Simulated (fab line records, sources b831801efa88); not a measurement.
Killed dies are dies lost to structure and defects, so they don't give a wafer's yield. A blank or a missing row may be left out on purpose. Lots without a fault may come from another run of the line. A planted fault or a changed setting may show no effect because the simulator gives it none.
Which tool did it? | flow sky130 | 10 lots, 30 wafers sampled, at 3 steps of a route of 708

WHAT THE GAUGES READ, wafer by wafer
SKY_CAP2M_RS_MEAS_03: measures by four-point-probe.
lot  | measured     | on            | CAP2M_TIN_RS (ohm/sq)
L773 | day 39 17:30 | film_metro-03 | 6.88 7.06 7.05
L776 | day 40 12:54 | film_metro-03 | 6.90 6.78 6.95
L777 | day 40 20:37 | film_metro-01 | 6.98 7.02 7.06
L779 | day 41 10:32 | film_metro-03 | 6.84 7.00 6.81
L780 | day 41 20:38 | film_metro-03 | 7.08 6.99 7.11
L782 | day 42 06:31 | film_metro-03 | 7.00 7.14 6.96
L788 | day 43 20:34 | film_metro-03 | 11.02 6.93 7.07
L792 | day 44 23:44 | film_metro-03 | 10.86 6.82 6.91
L795 | day 45 17:19 | film_metro-03 | 6.79 6.99 6.84
L796 | day 46 22:39 | film_metro-01 | 6.91 7.06 6.94

WHICH TOOL RAN EACH LOT (tool, then ch and the chambers of the sampled wafers, then the start)
lot  | SKY_POLY_GATE_ETCH_15              | SKY_CAP2M_SPUTTER_02
L773 | rie_diel-03 ch 2,3, day 16 10:32   | pvd_sputter-03, day 39 17:21
L776 | rie_diel-04 ch 0,1,3, day 17 11:36 | pvd_sputter-03, day 40 12:47
L777 | rie_diel-03 ch 0,3, day 17 20:35   | pvd_sputter-03, day 40 20:30
L779 | rie_diel-04 ch 0,1,2, day 18 13:17 | pvd_sputter-02, day 41 10:24
L780 | rie_diel-03 ch 0,1,3, day 18 22:47 | pvd_sputter-01, day 41 20:30
L782 | rie_diel-04 ch 0,3, day 19 14:45   | pvd_sputter-02, day 42 06:24
L788 | rie_diel-03 ch 0,2,3, day 21 18:36 | pvd_sputter-03, day 43 20:27
L792 | rie_diel-03 ch 1,2,3, day 23 07:21 | pvd_sputter-03, day 44 23:38
L795 | rie_diel-01 ch 1,2, day 24 07:30   | pvd_sputter-01, day 45 17:11
L796 | rie_diel-01 ch 0,1,2, day 25 10:57 | pvd_sputter-01, day 46 22:33
- SKY_POLY_GATE_ETCH_15: etches BARC in N2/H2, stops on SiO2, time 118.5 s, target depth 110 nm.
- SKY_CAP2M_SPUTTER_02: material TiN, target thk 200 nm, time 166.7 s.

THE ANSWER, worked out from the rows above alone
Rule: what is usual is taken from the lots themselves. Put in order of their means at a reading, lots are off if they are a third of the lots or fewer, leave a main group of 4 or more, and stand apart from it by a gap of 3 or more times the standard deviation of the main group's means; of several such gaps the widest counts. A main group whose means are all the same, to the digits that the tables above print for the reading, isn't used. A lot without any number at a reading at which 4 lots or more have one is off too. The other lots that the step has rows for count as sound.
Off: L788, L792, at SKY_CAP2M_RS_MEAS_03 (CAP2M_TIN_RS). The main group: mean 6.96 ohm/sq, standard deviation 0.071.
A tool fits if, at a process step before that reading, it ran every lot that is off, and no sound lot after the first of them. The gauges at SKY_CAP2M_RS_MEAS_03 are tried like those tools. Can't be told from this: 2 tools fit, rie_diel-03 at SKY_POLY_GATE_ETCH_15, pvd_sputter-03 at SKY_CAP2M_SPUTTER_02.

WHAT THE SIMULATOR HAD PUT IN
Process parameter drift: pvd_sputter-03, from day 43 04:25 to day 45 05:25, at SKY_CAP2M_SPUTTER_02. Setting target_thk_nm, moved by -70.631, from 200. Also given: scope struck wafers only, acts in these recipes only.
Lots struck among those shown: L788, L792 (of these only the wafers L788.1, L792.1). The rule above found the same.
